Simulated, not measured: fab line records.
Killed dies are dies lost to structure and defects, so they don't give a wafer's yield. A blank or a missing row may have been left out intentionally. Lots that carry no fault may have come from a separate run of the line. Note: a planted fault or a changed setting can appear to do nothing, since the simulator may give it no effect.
The tool behind it: which one? | flow gf180mcu | 33 wafers from 11 lots sampled at 4 of the route's 602 steps

== WHAT THE GAUGES READ, wafer by wafer ==
GF_V1_THK_MEAS_25: measures by xrf.
lot  | measured     | on           | V1_W_THK (nm)
L525 | day 18 01:11 | filmMetro-03 | 364 360 369
L526 | day 18 14:14 | filmMetro-04 | 362 360 359
L532 | day 21 00:31 | filmMetro-03 | 365 368 368
L538 | day 23 03:17 | filmMetro-04 | 364 355 359
L539 | day 23 07:15 | filmMetro-04 | 362 358 356
L542 | day 24 08:01 | filmMetro-03 | 364 360 362
L544 | day 25 00:01 | filmMetro-04 | 357 364 358
L545 | day 25 04:52 | filmMetro-04 | 359 352 356
L546 | day 25 17:33 | filmMetro-02 | 358 360 361
L547 | day 25 23:52 | filmMetro-04 | 357 357 354
L548 | day 26 08:05 | filmMetro-02 | 353 360 351

== WHAT TOOL EACH LOT RAN ON (gives the tool, then ch and the chambers of the sampled wafers, and finally the start) ==
lot  | GF_M1_METAL_ETCH_16              | GF_V1_COAT_09                    | GF_V1_STRIP_18
L525 | rieMetal-01 ch 0,1, day 16 23:14 | lithoTrack-01 ch 0, day 17 12:00 | plasmaAsher-01 ch 0,1, day 18 00:19
L526 | rieMetal-03 ch 0,1, day 17 11:32 | lithoTrack-01 ch 0, day 18 00:00 | plasmaAsher-04 ch 0,1, day 18 13:02
L532 | rieMetal-04 ch 0,1, day 19 22:20 | lithoTrack-03 ch 0, day 20 11:00 | plasmaAsher-01 ch 0,1, day 20 23:40
L538 | rieMetal-03 ch 0,1, day 22 02:17 | lithoTrack-04 ch 0, day 22 15:00 | plasmaAsher-01 ch 0,1, day 23 02:25
L539 | rieMetal-03 ch 0,1, day 22 05:56 | lithoTrack-01 ch 0, day 22 18:00 | plasmaAsher-01 ch 0,1, day 23 06:22
L542 | rieMetal-03 ch 0,1, day 23 07:11 | lithoTrack-01 ch 0, day 23 19:00 | plasmaAsher-01 ch 0,1, day 24 07:07
L544 | rieMetal-03 ch 0,1, day 23 23:58 | lithoTrack-01 ch 0, day 24 11:00 | plasmaAsher-02 ch 0,1, day 24 23:10
L545 | rieMetal-04 ch 0,1, day 24 04:41 | lithoTrack-01 ch 0, day 24 17:00 | plasmaAsher-01 ch 0,1, day 25 03:58
L546 | rieMetal-01 ch 0, day 24 18:05   | lithoTrack-03 ch 0, day 25 05:00 | plasmaAsher-04 ch 0,1, day 25 16:40
L547 | rieMetal-04 ch 0,1, day 25 00:24 | lithoTrack-04 ch 0, day 25 12:00 | plasmaAsher-04 ch 0,1, day 25 22:58
L548 | rieMetal-04 ch 0,1, day 25 08:53 | lithoTrack-01 ch 0, day 25 20:00 | plasmaAsher-01 ch 0,1, day 26 07:13
- GF_M1_METAL_ETCH_16: etches the open film in Cl2/BCl3, stops on SiO2, target depth 627.5 nm, time 104.6 s.
- GF_V1_COAT_09: resist thk 1000 nm.
- GF_V1_STRIP_18: strips in O2/N2.

== THE ANSWER, worked out from the rows above alone ==
Rule: the usual values come from the lots themselves. Put in order of their means at a reading, lots are off if they are a third of the lots or fewer, leave a main group of 4 or more, and stand apart from it by a gap of 3 or more times the standard deviation of the main group's means; of several such gaps the widest counts. The tables above print the reading to a certain number of digits; a main group whose means all agree to those digits is not used. Also off: a lot with no number at a reading for which 4 or more lots have one. All remaining lots with rows at the step are treated as sound.
Nothing can be told from this: no lot is off at any reading shown.

== WHAT THE SIMULATOR PUT IN ==
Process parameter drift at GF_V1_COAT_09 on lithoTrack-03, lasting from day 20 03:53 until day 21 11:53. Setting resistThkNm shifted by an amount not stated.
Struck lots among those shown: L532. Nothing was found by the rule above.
